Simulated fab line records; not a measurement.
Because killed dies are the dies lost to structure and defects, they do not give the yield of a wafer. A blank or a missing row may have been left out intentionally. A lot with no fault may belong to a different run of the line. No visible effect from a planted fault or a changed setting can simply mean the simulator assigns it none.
8D (eight disciplines) problem report, filled in by code    flow gf180mcu    the parts of the form that need people (team, actions taken, sign-off) are left out

== 1. WHAT WENT WRONG ==
Mean of rf-fwd-power-W at GF_V4_CVD_02: 691.2 W across 6 wafers in 2 lots; on wafers with no fault it is 595.9 W (standard deviation 2.2). That is +43 standard deviations from the usual mean.
The step: deposits SiO2 from TEOS, target thk 850 nm, time 94.851 s.
First seen on wafer L455.2, day 27 11:59, on pecvd-02. At this step, 39 wafers from 13 lots have a number in the record. The rule behind "out" and "out of limits": a value lying over 4 standard deviations away from the usual mean. The rest of the wafers with a number are treated as sound.

== 2. WHAT IT IS, WHAT IT ISN'T ==
question                     is                      is not
which readings at this step  rf-fwd-power-W          heater-power-w
which lots                   L455, L456              L444, L445, L449, L450, L451, L453, L461, L462, L465, L466, L467
which wafers of those lots   all that have a number  -
read on which tools          pecvd-02                pecvd-01, pecvd-04
when                         from day 27 11:59       up to then (18 sound wafers); but 15 sound wafers of L461, L462, L465, L466, L467 came after

== 3. SUSPECTS, AND WHAT RULES EACH OUT ==
Counting: any tool at a process step up to the reading is kept as a suspect provided that every lot that is out went through it and no sound lot did after the first of them.
- pecvd-02 at GF_V4_CVD_02 (deposits SiO2 from TEOS, target thk 850 nm, time 94.851 s): ruled out as a lasting fault. Following L455 (day 27 11:59), the first lot on it that is out, the sound lots L466, L467 were run on it.
Left after counting: nothing in the record.

== 4. THE CAUSE (what the simulator had put in) ==
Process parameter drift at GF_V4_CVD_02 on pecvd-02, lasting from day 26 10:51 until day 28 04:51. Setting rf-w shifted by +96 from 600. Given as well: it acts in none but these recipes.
Counting ruled it out, wrongly.

== 5. THE EFFECT CHAIN, in route order ==
Each row: a reading whose mean over the struck wafers that have a number lies more than 3 standard deviations from the usual. Scope: only readings with a usual standard deviation given in the record; hours: median across lots of the time from each lot's start at the first step in this table that gives one to its start at this step; sigmas: change in usual standard deviations.
hours  step          reading         usual    on struck wafers  change  sigmas
0      GF_V4_CVD_02  rf-fwd-power-W  595.9 W  691.2             +95.3   +43
It contains these process steps:
- GF_V4_CVD_02: deposits SiO2 from TEOS, target thk 850 nm, time 94.851 s.
Later measuring or inspecting steps at which every struck wafer that the step has a row for has a number for every such reading, and none has moved that far: GF_V4_THK_MEAS_25.

== 6. WHAT WOULD HAVE CAUGHT IT SOONER ==
The fault began at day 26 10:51; the first out-of-limits reading in this record came at day 27 11:59, 25 hours later.
